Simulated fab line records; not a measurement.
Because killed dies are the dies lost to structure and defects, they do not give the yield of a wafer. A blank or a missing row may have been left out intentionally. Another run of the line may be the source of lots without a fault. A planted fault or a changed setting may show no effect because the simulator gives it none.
The tool behind it: which one? ; flow sky130 ; 14 lots with 42 wafers sampled at 5 steps, on a route of 708 steps

## WHAT THE GAUGES READ, wafer by wafer
SKY_LDD_P_OVL_MEAS_08.
lot;measured;on;LDD_P_OVL (nm)
L352;day 19 14:43;overlay-02;-0.5 1.7 2.1
L353;day 20 04:55;overlay-01;1.5 0.1 1.9
L354;day 20 07:43;overlay-02;1.5 0.1 0.1
L355;day 20 17:50;overlay-01;0.7 2.0 -0.1
L356;day 21 05:41;overlay-02;2.7 1.3 0.8
L357;day 21 09:56;overlay-01;3.5 -0.2 1.8
L359;day 22 10:53;overlay-02;0.8 0.5 0.9
L360;day 22 20:08;overlay-01;2.9 0.9 1.5
L361;day 23 01:35;overlay-01;0.9 -0.5 1.8
L362;day 23 07:53;overlay-01;0.4 -1.5 1.8
L370;day 26 00:29;overlay-01;-0.3 2.0 0.7
L371;day 26 04:41;overlay-02;-0.2 0.4 1.1
L373;day 27 07:07;overlay-01;2.8 3.3 1.1
L375;day 27 12:05;overlay-01;0.4 1.0 1.2

SKY_SPACER_THK_MEAS_01.
lot;measured;on;SPACER_CVD_00_THK (nm)
L352;day 23 15:17;film_metro-01;43.4 43.0 42.9
L353;day 24 03:58;film_metro-02;43.0 43.3 43.1
L354;day 24 06:13;film_metro-02;43.2 43.3 43.6
L355;day 24 20:25;film_metro-02;43.2 43.3 43.1
L356;day 25 06:22;film_metro-01;43.8 43.5 43.5
L357;day 25 08:27;film_metro-02;43.2 43.2 43.5
L359;day 26 08:59;film_metro-01;42.7 42.8 42.9
L360;day 26 18:04;film_metro-02;43.0 42.9 42.9
L361;day 27 01:49;film_metro-01;43.3 43.1 43.1
L362;day 27 05:14;film_metro-02;43.1 43.4 43.2
L370;day 29 21:33;film_metro-01;42.9 43.1 43.3
L371;day 30 02:57;film_metro-02;43.5 43.4 43.1
L373;day 31 00:37;film_metro-03;43.4 43.3 43.6
L375;day 31 05:23;film_metro-02;43.5 43.4 43.4

SKY_SD_P_TW_MEAS_11.
lot;measured;on;SD_P_TW
L352;day 26 04:41;film_metro-01;2794 2801 2789
L353;day 26 16:40;film_metro-01;2797 2794 2772
L354;day 26 20:16;film_metro-04;2841 2848 2837
L355;day 27 09:31;film_metro-03;2837 2821 2815
L356;day 27 18:31;film_metro-01;2784 2792 2781
L357;day 27 20:15;film_metro-04;2831 2826 2834
L359;day 28 20:20;film_metro-03;2815 2818 2837
L360;day 29 05:31;film_metro-01;2769 2783 2803
L361;day 29 12:35;film_metro-04;2847 2850 2858
L362;day 29 16:28;film_metro-03;2844 2838 2832
L370;day 32 06:59;film_metro-01;29 29 29
L371;day 32 13:01;film_metro-03;30 30 30
L373;day 33 08:37;film_metro-03;2837 2816 2833
L375;day 33 12:47;film_metro-01;2784 2787 2777

SKY_RES_XHIGH_TW_MEAS_09.
lot;measured;on;RES_XHIGH_TW
L352;day 27 10:55;film_metro-03;1640 1642 1632
L353;day 27 22:51;film_metro-04;1645 1641 1646
L354;day 28 02:09;film_metro-03;1633 1636 1647
L355;day 28 15:54;film_metro-03;1629 1630 1632
L356;day 29 00:19;film_metro-04;1650 1653 1646
L357;day 29 02:03;film_metro-04;1643 1645 1650
L359;day 30 00:43;film_metro-04;1636 1634 1650
L360;day 30 09:19;film_metro-03;1655 1657 1662
L361;day 30 16:26;film_metro-04;1641 1645 1641
L362;day 30 21:14;film_metro-04;1639 1638 1647
L370;day 33 11:08;film_metro-01;1616 1618 1624
L371;day 33 16:10;film_metro-04;1660 1643 1640
L373;day 34 11:51;film_metro-01;1613 1612 1608
L375;day 34 16:22;film_metro-03;1632 1644 1644

## TOOL THAT RAN EACH LOT (tool first, then ch and the chambers of the sampled wafers, then the start)
lot;SKY_SD_P_DEVELOP_06
L352;litho_track-03 ch 0, day 26 04:08
L353;litho_track-03 ch 0, day 26 16:07
L354;litho_track-04 ch 0, day 26 19:42
L355;litho_track-04 ch 0, day 27 08:57
L356;litho_track-02 ch 0, day 27 17:58
L357;litho_track-02 ch 0, day 27 19:44
L359;litho_track-04 ch 0, day 28 19:48
L360;litho_track-03 ch 0, day 29 04:58
L361;litho_track-02 ch 0, day 29 12:02
L362;litho_track-04 ch 0, day 29 15:56
L370;litho_track-04 ch 0, day 32 06:27
L371;litho_track-04 ch 0, day 32 12:27
L373;litho_track-03 ch 0, day 33 08:04
L375;litho_track-03 ch 0, day 33 12:14
- SKY_SD_P_DEVELOP_06: develop time 60 s.

## WHAT THE TOOLS THEMSELVES READ (means of the sampled wafers that have a number; where no wafer has one, the mark that the record gives instead)
The record holds no such reading with a usual standard deviation.

## THE ANSWER, worked out from the rows above alone
Rule: usual is defined by the lots themselves. Put in order of their means at a reading, lots are off if they are a third of the lots or fewer, leave a main group of 4 or more, and stand apart from it by a gap of 3 or more times the standard deviation of the main group's means; of several such gaps the widest counts. If all means in a main group match to the digits the tables above print for the reading, that group is not used. Also off: a lot with no number at a reading for which 4 or more lots have one. Where the step has rows for the other lots, those lots are counted as sound. After the gauges, taken in route order, come the tools' own readings; for these a lot's mean is taken, as printed above. The first step at which some lot is off is used, and at that step the reading that is off furthest; a lot without a number counts as furthest.
Off: at SKY_SD_P_TW_MEAS_11 (SD_P_TW), L370, L371. The main group: mean 2814, standard deviation 24.
If a tool, at a process step before that reading, ran all the lots that are off and no sound lot after the first of them, it fits. Gauges at SKY_SD_P_TW_MEAS_11: tried the same way as those tools. One fits: SKY_SD_P_DEVELOP_06 on litho_track-04. Its last sound lot is L362 (day 29 15:56), its first lot that is off L370 (day 32 06:27): a fault that began between those two fits.

## WHAT HAD BEEN PUT IN BY THE SIMULATOR
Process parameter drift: litho_track-04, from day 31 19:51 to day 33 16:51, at SKY_SD_P_DEVELOP_06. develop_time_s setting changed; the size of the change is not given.
Struck lots among those shown: L370, L371. The same result came from the rule above.
